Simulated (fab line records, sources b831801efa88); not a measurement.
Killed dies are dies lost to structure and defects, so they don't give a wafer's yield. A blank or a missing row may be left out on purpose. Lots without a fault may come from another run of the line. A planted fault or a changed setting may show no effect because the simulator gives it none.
fab line records | flow sfq_line
record lots=14 wafers=42 last_day=90
route steps=325 shown I4@174 R5@225 C5@249
lots that met no fault: from a run of the same line without faults
start_h: hours from the record's first day to the start of the lot's first wafer shown | wait_h: hours since the lot's step before | " the same as in the row above | L1.1+2: a row that stands for several wafers | - no value, or no start given | * or withheld: withheld | < > ~ a bound
route shown NAME@n: a module of which the file shows steps, and the number in the route of the first | usual: mean/standard deviation of fault-free wafers | same: alike in all rows | chamber/n: place in a boat | sites: the reading at each site | _std_site: their standard deviation | _edge_site: outer sites' mean less inner sites' | radius_mm: how far each site lies from the wafer's centre | mask NAME#n: copy n | behind: the tool/chamber that last shaped the wafer | hold: why the lot was held/for how many hours/how that ended | device: the transistor (n, p or np) that didn't switch | end of line: the same wafers' tests at the end of the route | a step without rows: its recipe alone | killed: dies lost to structure and defects at the first sort, not the wafer's yield | map: a wafer's dies, x killed, . not, _ none there
set.NAME: the setting as run; set.NAME@STEP: as run at that earlier step | model.NAME: the simulator's own value behind a step, which no gauge read
steps of the route over a sample of lots; a table a step, a row a wafer
services: from which hour (start_h, from the record's first day; less than 0 if before it) a tool's chamber was out of use, for how many hours, and why
## steps
# step SFQ_TRILAYER_I4_VIA_BARC_OPEN_VIA_ETCH_146
# recipe mask_material=PR chemistry=O2 target_depth_nm=125 target=BARC source_w=480.5 bias_w=80 pressure_mtorr=30 time_s=41.7
# usual drypump_motor_current_A=5.7/0.38 oes_product_au=0.686/0.0041
# columns lot.wafer tool chamber start_h wait_h drypump_motor_current_A oes_product_au rf_hours_counter_h
L330.3 rie_diel-03 1 1060.52 0.0 5.8 0.694 8
L330.4 " 2 " " 5.8 0.683 17
L330.6 " 2 " " 5.7 0.681 -
L331.2 rie_diel-02 0 1070.50 0.0 5.1 0.691 5
L331.3 " 1 " " 6.0 0.687 8
L331.5 " 3 " " 5.4 0.685 -
L332.1 rie_diel-01 2 1199.90 0.0 6.3 0.693 10
L332.3 " 1 " " 5.8 0.688 1
L332.4 " 3 " " 5.9 0.684 -
L333.2 rie_diel-01 1 1206.94 0.0 5.8 0.680 1
L333.5 " 2 " " 6.2 0.690 -
L333.6 " 3 " " 5.8 0.679 -
L334.1 rie_diel-01 0 1212.94 0.0 5.4 0.686 0
L334.2 " 3 " " 5.9 0.687 0
L334.4 " 1 " " 5.8 0.688 1
L335.1 rie_diel-01 0 1219.24 0.0 5.4 0.687 0
L335.3 " 3 " " 5.9 0.689 0
L335.4 " 1 " " 5.8 0.695 1
L336.2 rie_diel-02 1 1221.64 0.0 6.0 0.689 10
L336.4 " 2 " " 6.1 0.690 12
L336.5 " 3 " " 5.4 0.683 -
L337.4 rie_diel-03 0 1233.66 0.0 5.2 0.687 -
L337.5 " 3 " " 6.0 0.687 -
L337.6 " 1 " " 5.9 0.683 -
L338.3 rie_diel-01 0 1258.90 0.0 5.4 0.682 1
L338.4 " 3 " " 5.9 0.695 1
L338.6 " 2 " " 6.3 0.680 -
L339.2 rie_diel-01 0 1284.45 0.0 5.5 0.685 1
L339.3 " 3 " " 5.9 0.685 1
L339.6 " 3 " " 5.9 0.691 -
L340.1 rie_diel-02 0 1285.65 0.0 5.1 0.690 10
L340.4 " 1 " " 6.0 0.690 11
L340.5 " 0 " " 5.1 0.685 -
L341.2 rie_diel-02 3 1301.24 0.0 5.4 0.685 10
L341.5 " 0 " " 5.1 0.686 -
L341.6 " 3 " " 5.4 0.685 -
L347.3 rie_diel-02 1 1365.39 0.0 6.0 0.676 12
L347.4 " 2 " " 6.1 0.687 13
L347.6 " 0 " " 5.1 0.689 -
L349.1 rie_diel-03 3 1369.51 0.0 6.0 0.684 2
L349.4 " 1 " " 5.8 0.685 14
L349.5 " 2 " " 5.7 0.684 -
# step SFQ_TRILAYER_I4_VIA_STRIP_STRIP_107
# recipe gas=O2 power_w=200 platen_temp_c=40 overash_fraction=0.65 chemistry=O2 pressure_mtorr=50
# usual drypump_motor_current_A=5.9/0.44 oes_product_au=0.997/0.0071
# columns lot.wafer tool chamber start_h wait_h drypump_motor_current_A oes_product_au rf_hours_counter_h
L330.3 rie_metal-01 1 1060.87 - 5.9 0.999 -
L330.4 " 0 " " 6.5 0.990 -
L330.6 " 0 " " 6.4 0.993 -
L331.2 rie_metal-04 1 1070.86 - 5.8 0.993 -
L331.3 " 1 " " 5.8 0.996 -
L331.5 " 1 " " 5.8 0.996 -
L332.1 rie_metal-04 1 1200.05 - 5.8 1.001 130
L332.3 " 1 " " 5.8 1.001 -
L332.4 " 0 " " 5.1 1.002 -
L333.2 rie_metal-01 0 1207.09 - 6.5 1.001 104
L333.5 " 0 " " 6.4 0.997 -
L333.6 " 1 " " 5.9 1.005 -
L334.1 rie_metal-02 0 1213.09 - 6.3 0.997 103
L334.2 " 1 " " 5.5 1.007 107
L334.4 " 0 " " 6.3 0.992 -
L335.1 rie_metal-01 0 1219.39 - 6.5 0.994 106
L335.3 " 1 " " 5.9 0.999 -
L335.4 " 0 " " 6.4 0.987 -
L336.2 rie_metal-01 1 1221.79 - 5.9 1.007 59
L336.4 " 1 " " 5.9 0.991 -
L336.5 " 1 " " 5.9 0.995 -
L337.4 rie_metal-01 0 1233.99 - 6.5 1.001 -
L337.5 " 0 " " 6.4 0.999 -
L337.6 " 1 " " 5.9 1.002 -
L338.3 rie_metal-02 0 1259.26 - 6.3 0.982 -
L338.4 " 1 " " 5.4 0.997 -
L338.6 " 1 " " 5.4 0.996 -
L339.2 rie_metal-02 1 1284.60 - 5.4 0.995 117
L339.3 " 1 " " 5.4 1.002 -
L339.6 " 1 " " 5.4 1.002 -
L340.1 rie_metal-04 1 1285.80 - 5.8 1.003 5
L340.4 " 0 " " 5.1 1.004 -
L340.5 " 1 " " 5.8 1.005 -
L341.2 rie_metal-01 0 1301.39 - 6.4 0.994 119
L341.5 " 0 " " 6.4 0.990 -
L341.6 " 1 " " 5.9 1.006 -
L347.3 rie_metal-02 0 1365.75 - 6.3 0.994 -
L347.4 " 1 " " 5.4 1.002 -
L347.6 " 1 " " 5.5 1.003 -
L349.1 rie_metal-01 0 1369.67 - 6.4 0.989 1
L349.4 " 0 " " 6.5 0.997 -
L349.5 " 0 " " 6.5 0.983 -
# step SFQ_TRILAYER_R5_ETCH_METAL_ETCH_139
# recipe stop_on=SiO2 mask_material=PR chemistry=Cl2 target_depth_nm=60 icp_w=600 bias_w=82.87 pressure_mtorr=10 time_s=40
# usual drypump_motor_current_A=5.9/0.42 oes_product_au=0.993/0.0046
# columns lot.wafer tool chamber start_h wait_h drypump_motor_current_A oes_product_au rf_hours_counter_h
L330.3 rie_metal-04 1 1335.55 0.0 5.8 0.992 -
L330.4 " 0 " " 5.1 0.994 -
L330.6 " 0 " " 5.1 0.998 -
L331.2 rie_metal-01 1 1336.73 0.0 5.9 0.992 77
L331.3 " 1 " " 5.9 0.993 -
L331.5 " 1 " " 5.9 1.003 -
L332.1 rie_metal-01 1 1342.79 0.1 5.9 0.993 78
L332.3 " 1 " " 5.9 0.986 -
L332.4 " 1 " " 5.9 0.991 -
L333.2 rie_metal-01 1 1354.93 0.1 5.9 0.993 -
L333.5 " 1 " " 5.9 1.001 -
L333.6 " 1 " " 5.9 0.996 -
L334.1 rie_metal-03 1 1369.38 0.0 6.0 0.987 21
L334.2 " 0 " " 6.1 0.989 79
L334.4 " 0 " " 6.1 0.990 -
L335.1 rie_metal-04 1 1371.78 0.0 5.9 0.992 18
L335.3 " 1 " " 5.9 1.000 -
L335.4 " 0 " " 5.1 0.997 -
L336.2 rie_metal-04 0 1378.98 0.0 5.1 0.986 99
L336.4 " 1 " " 5.8 0.996 -
L336.5 " 1 " " 5.8 0.998 -
L337.4 rie_metal-01 0 1387.52 0.0 6.5 0.994 -
L337.5 " 1 " " 5.9 0.993 -
L337.6 " 0 " " 6.4 0.990 -
L338.3 rie_metal-03 0 1406.72 0.0 6.1 0.999 -
L338.4 " 1 " " 6.0 0.984 -
L338.6 " 0 " " 6.1 0.995 -
L339.2 rie_metal-01 1 1425.90 0.0 5.9 0.994 92
L339.3 " 0 " " 6.4 0.991 -
L339.6 " 0 " " 6.4 0.988 -
L340.1 rie_metal-03 0 1430.70 0.0 6.1 0.994 88
L340.4 " 1 " " 6.0 0.995 -
L340.5 " 1 " " 6.0 0.996 -
L341.2 rie_metal-04 0 1445.98 0.0 5.1 0.991 109
L341.5 " 1 " " 5.8 0.990 -
L341.6 " 0 " " 5.1 0.990 -
L347.3 rie_metal-01 1 1507.45 0.0 5.9 0.995 -
L347.4 " 0 " " 6.5 0.792 -
L347.6 " 1 " " 5.9 0.989 -
L349.1 rie_metal-01 0 1515.83 0.0 6.5 0.776 22
L349.4 " 1 " " 5.9 0.994 -
L349.5 " 0 " " 6.5 0.788 -
# step SFQ_TRILAYER_C5_STRIP_STRIP_155
# recipe gas=O2 power_w=200 platen_temp_c=40 overash_fraction=0.65 chemistry=O2 pressure_mtorr=50
# usual drypump_motor_current_A=5.8/0.4 oes_product_au=1.000/0.0074
# columns lot.wafer tool chamber start_h wait_h drypump_motor_current_A oes_product_au rf_hours_counter_h
L330.3 rie_metal-02 1 1574.46 - 5.4 0.989 -
L330.4 " 0 " " 6.3 0.988 -
L330.6 " 1 " " 5.4 0.986 -
L331.2 rie_metal-04 1 1576.66 - 5.9 1.001 50
L331.3 " 1 " " 5.9 1.011 -
L331.5 " 1 " " 5.9 1.003 -
L332.1 rie_metal-02 1 1584.33 - 5.4 0.990 23
L332.3 " 0 " " 6.3 0.989 -
L332.4 " 1 " " 5.4 0.994 -
L333.2 rie_metal-03 0 1596.33 - 6.1 1.011 113
L333.5 " 0 " " 6.1 1.011 -
L333.6 " 1 " " 6.0 1.004 -
L334.1 rie_metal-03 0 1605.93 - 6.1 1.008 114
L334.2 " 1 " " 6.0 1.003 56
L334.4 " 0 " " 6.1 1.009 -
L335.1 rie_metal-03 1 1609.65 - 6.0 1.004 57
L335.3 " 0 " " 6.1 1.009 -
L335.4 " 1 " " 6.0 1.001 -
L336.2 rie_metal-04 1 1616.85 - 5.8 1.001 54
L336.4 " 1 " " 5.8 1.002 -
L336.5 " 1 " " 5.8 1.001 -
L337.4 rie_metal-04 1 1620.85 - 5.8 0.993 -
L337.5 " 1 " " 5.9 1.003 -
L337.6 " 0 " " 5.1 1.001 -
L338.3 rie_metal-04 1 1643.65 - 5.9 1.004 -
L338.4 " 0 " " 5.1 0.996 -
L338.6 " 1 " " 5.9 1.006 -
L339.2 rie_metal-02 0 1650.65 - 6.3 0.989 25
L339.3 " 0 " " 6.3 0.993 -
L339.6 " 0 " " 6.3 0.992 -
L340.1 rie_metal-03 1 1653.05 - 6.0 0.996 61
L340.4 " 1 " " 6.0 0.988 -
L340.5 " 0 " " 6.1 1.000 -
L341.2 rie_metal-04 1 1666.60 - 5.8 1.002 -
L341.5 " 1 " " 5.8 0.996 -
L341.6 " 1 " " 5.8 0.998 -
L347.3 rie_metal-02 1 1733.04 - 5.4 0.998 -
L347.4 " 0 " " 6.3 0.989 -
L347.6 " 0 " " 6.4 0.992 -
L349.1 rie_metal-02 0 1741.37 - 6.3 1.003 37
L349.4 " 1 " " 5.4 1.005 -
L349.5 " 0 " " 6.3 1.001 -
## services
# columns tool chamber start_h hours kind
rie_metal-04 0 1063.00 20.2 repair
rie_metal-01 - 1103.14 1.4 pm
rie_metal-01 - 1140.41 2.8 pm
rie_metal-03 - 1182.65 0.5 repair
rie_metal-02 - 1189.74 2.8 pm
rie_metal-02 - 1219.29 0.8 repair
rie_diel-01 3 1244.99 4.2 repair
rie_diel-01 0 1267.05 1.4 repair
rie_metal-03 - 1268.64 2.8 pm
rie_metal-01 - 1272.33 0.2 repair
rie_diel-01 2 1282.97 4.9 repair
rie_metal-02 - 1295.42 1.4 pm
rie_diel-01 2 1338.80 11.5 repair
rie_metal-04 - 1353.39 2.8 pm
rie_diel-01 2 1360.91 4.6 repair
rie_diel-01 - 1363.44 28.1 pm
rie_diel-01 0 1393.57 7.3 repair
rie_metal-02 1 1397.02 29.0 repair
rie_metal-03 - 1412.31 1.1 repair
rie_metal-03 1 1486.83 5.3 repair
rie_metal-04 - 1637.14 1.4 pm
rie_metal-02 - 1660.30 4.0 pm
rie_metal-03 - 1677.87 1.1 repair
rie_metal-03 0 1702.70 10.2 repair
## key
first_sign step=SFQ_TRILAYER_R5_ETCH_METAL_ETCH_139 reading=oes_product_au direction=down sigmas=46 usual=0.993 struck=0.785
effect none on later readings
met_at SFQ_TRILAYER_R5_ETCH_METAL_ETCH_139
struck_lots L347,L349
struck_wafers L347.4,L349.1,L349.5
not_acting_at SFQ_TRILAYER_I4_VIA_BARC_OPEN_VIA_ETCH_146,SFQ_TRILAYER_I4_VIA_STRIP_STRIP_107,SFQ_TRILAYER_C5_STRIP_STRIP_155
onset_between 1425.90 1507.45
fault kind=process_parameter_drift tool=rie_metal-01 chamber=0 onset_h=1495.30 steps=SFQ_TRILAYER_R5_ETCH_METAL_ETCH_139 channel=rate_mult offset=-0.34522 shape=step end_h=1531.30
